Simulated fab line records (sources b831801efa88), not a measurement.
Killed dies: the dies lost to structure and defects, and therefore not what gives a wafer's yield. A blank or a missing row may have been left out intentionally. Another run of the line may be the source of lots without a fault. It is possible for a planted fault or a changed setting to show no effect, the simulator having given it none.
fab line records -- flow sky130
record: lots: 7, wafers: 21, last-day: 50
route steps=708 shown NWELL@63
lots with no fault: from the same line, run without faults
start-h: hours from the record's first day to the start of the lot's first wafer shown -- wait-h: hours since the lot's step before -- " as in the row above -- L1.1+2: one row covering several wafers at once -- - either no value or no given start -- * or withheld: withheld -- < > ~ a bound
route shown NAME@n: NAME is a module with steps in the file, n the number in the route of the first one -- usual: the fault-free wafers' mean and standard deviation -- same: alike in all rows -- chamber/n: place in a boat -- sites: each site's reading -- _std_site: the values' standard deviation -- _edge_site: inner sites' mean taken away from outer sites' mean -- radius-mm: how far each site lies from the wafer's centre -- mask NAME#n: copy n -- behind: tool/chamber where the wafer was last shaped -- hold: cause of the lot's hold/its duration in hours/its outcome -- device: whichever transistor did not switch (one of n, p or np) -- end of line: the same wafers' tests at the end of the route -- a step given without rows: its recipe and nothing more -- killed: the dies lost at the first sort to structure and to defects; this is not the yield of the wafer -- map: per-die view of a wafer (x killed, . not killed, _ where there is no die)
set.NAME: setting as actually run; set.NAME@STEP: the setting as run at that earlier step -- model.NAME: the simulator's own value behind a step, which no gauge read
certain route steps with their lots: each step a table, each wafer a row
services: the hour from which a tool's chamber was out of use, counted from the record's first day as start-h (under 0 if before that day), plus the number of hours and why
== steps ==
step: SKY_NWELL_OVL_MEAS_10
usual: NWELL_00_OVL: 0.1/1.4
lot.wafer,tool,chamber,start-h,wait-h,NWELL_00_OVL[nm]
L460.2,overlay-01,-,103.60,-,2.0
L460.3,overlay-01,-,103.60,-,1.1
L460.6,overlay-01,-,103.60,-,0.5
L469.2,overlay-01,-,157.18,-,-3.5
L469.3,overlay-01,-,157.18,-,-3.3
L469.4,overlay-01,-,157.18,-,-3.7
L470.1,overlay-02,-,161.75,-,-0.6
L470.2,overlay-02,-,161.75,-,0.7
L470.3,overlay-02,-,161.75,-,0.2
L471.1,overlay-02,-,173.83,-,1.5
L471.2,overlay-02,-,173.83,-,0.6
L471.4,overlay-02,-,173.83,-,0.1
L475.1,overlay-01,-,190.53,-,0.4
L475.2,overlay-01,-,190.53,-,-0.1
L475.6,overlay-01,-,190.53,-,1.8
L477.3,overlay-01,-,204.86,-,-1.2
L477.5,overlay-01,-,204.86,-,1.2
L477.6,overlay-01,-,204.86,-,2.4
L479.1,overlay-02,-,213.53,-,-0.8
L479.4,overlay-02,-,213.53,-,-0.2
L479.6,overlay-02,-,213.53,-,0.4
step: SKY_NWELL_IMPLANT_11
recipe: species: P, energy-kev: 400, dose-cm2: 1.9e+13, tilt-deg: withheld
step: SKY_NWELL_IMPLANT_12
recipe: species: P, energy-kev: 120, dose-cm2: 1.3e+12, tilt-deg: withheld
step: SKY_NWELL_IMPLANT_13
recipe: species: P, energy-kev: 50, dose-cm2: 7e+11, tilt-deg: withheld
step: SKY_NWELL_STRIP_14
recipe: chemistry: O2/N2, power-w: 1400, pressure-mtorr: 1500, platen-temp-c: withheld, o2-flow-sccm: 3000, n2-flow-sccm: 300, overash-fraction: 0.5
usual: drypump-motor-current-A: 6.1/0.49, oes-product-au: 0.722/0.005, strip-time-to-endpoint-s: 36.90/0.094
lot.wafer,tool,chamber,start-h,wait-h,drypump-motor-current-A,oes-product-au,rf-hours-counter-h,strip-time-to-endpoint-s
L460.2,plasma-asher-01,0,104.08,0.1,6.5,0.730,39,36.98
L460.3,plasma-asher-01,1,104.08,0.1,5.7,0.712,-,36.95
L460.6,plasma-asher-01,0,104.08,0.1,6.5,0.728,-,36.93
L469.2,plasma-asher-02,1,157.66,0.1,6.6,0.717,4,36.88
L469.3,plasma-asher-02,0,157.66,0.1,5.1,0.727,-,36.81
L469.4,plasma-asher-02,1,157.66,0.1,6.6,0.727,-,36.89
L470.1,plasma-asher-04,1,162.23,0.1,6.0,0.732,35,37.02
L470.2,plasma-asher-04,0,162.23,0.1,6.5,0.722,35,37.03
L470.3,plasma-asher-04,1,162.23,0.1,6.0,0.732,-,36.88
L471.1,plasma-asher-01,1,174.32,0.1,5.7,0.728,47,36.90
L471.2,plasma-asher-01,0,174.32,0.1,6.5,0.722,47,37.05
L471.4,plasma-asher-01,0,174.32,0.1,6.5,0.727,-,36.95
L475.1,plasma-asher-01,1,191.02,0.1,5.7,0.726,48,36.88
L475.2,plasma-asher-01,0,191.02,0.1,6.5,0.723,48,36.99
L475.6,plasma-asher-01,0,191.02,0.1,6.5,0.725,-,36.85
L477.3,plasma-asher-04,0,205.37,0.1,6.5,0.722,-,36.92
L477.5,plasma-asher-04,1,205.37,0.1,6.0,0.726,-,36.87
L477.6,plasma-asher-04,0,205.37,0.1,6.5,0.723,-,36.87
L479.1,plasma-asher-01,0,214.02,0.1,6.5,0.724,50,36.90
L479.4,plasma-asher-01,1,214.02,0.1,5.7,0.714,-,37.04
L479.6,plasma-asher-01,1,214.02,0.1,5.7,0.724,-,36.95
step: SKY_NWELL_TW_MEAS_15
usual: NWELL_TW: 1828/12
lot.wafer,tool,chamber,start-h,wait-h,NWELL_TW
L460.2,film-metro-01,-,104.19,0.1,1822
L460.3,film-metro-01,-,104.19,0.1,1823
L460.6,film-metro-01,-,104.19,0.1,1816
L469.2,film-metro-04,-,157.77,0.1,1841
L469.3,film-metro-04,-,157.77,0.1,1842
L469.4,film-metro-04,-,157.77,0.1,1838
L470.1,film-metro-04,-,162.33,0.1,1844
L470.2,film-metro-04,-,162.33,0.1,1823
L470.3,film-metro-04,-,162.33,0.1,1835
L471.1,film-metro-03,-,174.42,0.1,1809
L471.2,film-metro-03,-,174.42,0.1,1802
L471.4,film-metro-03,-,174.42,0.1,1813
L475.1,film-metro-04,-,191.12,0.1,1833
L475.2,film-metro-04,-,191.12,0.1,1847
L475.6,film-metro-04,-,191.12,0.1,1844
L477.3,film-metro-04,-,205.45,0.1,1839
L477.5,film-metro-04,-,205.45,0.1,1838
L477.6,film-metro-04,-,205.45,0.1,1844
L479.1,film-metro-01,-,214.12,0.1,1817
L479.4,film-metro-01,-,214.12,0.1,1823
L479.6,film-metro-01,-,214.12,0.1,1816
step: SKY_NWELL_DEHYDRATE_16
recipe: temp-c: 200, time-s: 60
step: SKY_NWELL_HMDS_17
recipe: prime-time-s: 60, prime-temp-c: 120
step: SKY_NWELL_COAT_18
recipe: spin-rpm: 2000, resist-thk-nm: 3000
step: SKY_NWELL_SOFTBAKE_19
recipe: temp-c: 110, time-s: withheld
step: SKY_NWELL_EXPOSE_20
recipe: mask-id: NWM_COMPLEMENT, na: 0.6, source-shape: conventional, sigma-outer: 0.6, polarization: unpolarized, target-cd-nm: 840, dose-mj: 260
step: SKY_NWELL_PEB_21
recipe: temp-c: 115, time-s: withheld
step: SKY_NWELL_DEVELOP_22
recipe: wall-angle-deg: 90, developer: TMAH, develop-time-s: 60, dev-temp-c: 23
usual: chill-plate-temp-C: 22.97/0.11, develop-time-s: 60/0
lot.wafer,tool,chamber,start-h,wait-h,chill-plate-temp-C,develop-time-s
L460.2,litho-track-01,0,122,-,22.89,60
L460.3,litho-track-01,0,122,-,22.97,60
L460.6,litho-track-01,0,122,-,23.12,60
L469.2,litho-track-01,-,178,-,-,-
L469.3,litho-track-01,-,178,-,-,-
L469.4,litho-track-01,-,178,-,-,-
L470.1,litho-track-01,-,183,-,-,-
L470.2,litho-track-01,-,183,-,-,-
L470.3,litho-track-01,-,183,-,-,-
L471.1,litho-track-03,-,194,-,-,-
L471.2,litho-track-03,-,194,-,-,-
L471.4,litho-track-03,-,194,-,-,-
L475.1,litho-track-03,0,212,-,22.80,60
L475.2,litho-track-03,0,212,-,22.98,60
L475.6,litho-track-03,0,212,-,23.12,60
L477.3,litho-track-01,0,228,-,22.95,60
L477.5,litho-track-01,0,228,-,22.74,60
L477.6,litho-track-01,0,228,-,22.88,60
L479.1,litho-track-01,0,237,-,23.13,60
L479.4,litho-track-01,0,237,-,22.97,60
L479.6,litho-track-01,0,237,-,23.19,60
step: SKY_NWELL_OVL_MEAS_23
usual: NWELL_01_OVL: 0.5/1.2
lot.wafer,tool,chamber,start-h,wait-h,NWELL_01_OVL[nm]
L460.2,overlay-02,-,122.80,-,-0.6
L460.3,overlay-02,-,122.80,-,-0.7
L460.6,overlay-02,-,122.80,-,-0.8
L469.2,overlay-02,-,178.85,-,-
L469.3,overlay-02,-,178.85,-,-
L469.4,overlay-02,-,178.85,-,-
L470.1,overlay-01,-,183.65,-,-
L470.2,overlay-01,-,183.65,-,-
L470.3,overlay-01,-,183.65,-,-
L471.1,overlay-01,-,194.22,-,-
L471.2,overlay-01,-,194.22,-,-
L471.4,overlay-01,-,194.22,-,-
L475.1,overlay-01,-,212.77,-,1.6
L475.2,overlay-01,-,212.77,-,0.1
L475.6,overlay-01,-,212.77,-,-0.4
L477.3,overlay-01,-,228.26,-,-0.4
L477.5,overlay-01,-,228.26,-,0.4
L477.6,overlay-01,-,228.26,-,0.5
L479.1,overlay-01,-,237.50,-,0.0
L479.4,overlay-01,-,237.50,-,0.4
L479.6,overlay-01,-,237.50,-,2.4
== services ==
tool,chamber,start-h,hours,kind
plasma-asher-02,-,108.75,9.0,pm
plasma-asher-02,0,108.75,9.0,vent-cycle
plasma-asher-02,1,108.75,9.0,vent-cycle
litho-track-01,-,112.11,-,consumable-replace:filter
plasma-asher-02,0,117.75,-,clean
plasma-asher-02,1,117.75,-,clean
plasma-asher-04,-,126.98,0.7,repair
plasma-asher-04,-,145.75,2.8,pm
plasma-asher-02,-,219.84,0.4,repair
== key ==
first-sign: step: SKY_NWELL_DEVELOP_22, reading: tool-record, direction: missing
effect none on later readings
met-at SKY_NWELL_DEVELOP_22
struck-wafers L469.2,L469.3,L469.4,L470.1,L470.2,L470.3,L471.1,L471.2,L471.4
sort-left-out L469.2,L469.3,L469.4,L470.1,L470.2,L470.3,L471.1,L471.2,L471.4
tester-left-out L469,L470,L471
fault: kind: skipped-step-whole, tool: litho-track-01,litho-track-03, chamber: -, onset-h: 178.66, steps: SKY_NWELL_DEVELOP_22, scope: struck-lots-only
tester-left-out: of these lots the tester's yield and bins aren't shown, on N5 and GAA mostly nor the transistor test; their killed dies are dies lost to structure and defects alone, not to doping, threshold or leakage, so they don't give the yield
sort-left-out: the simulated sort isn't trusted on such a fault, so these wafers' sort isn't shown, and their yield isn't known
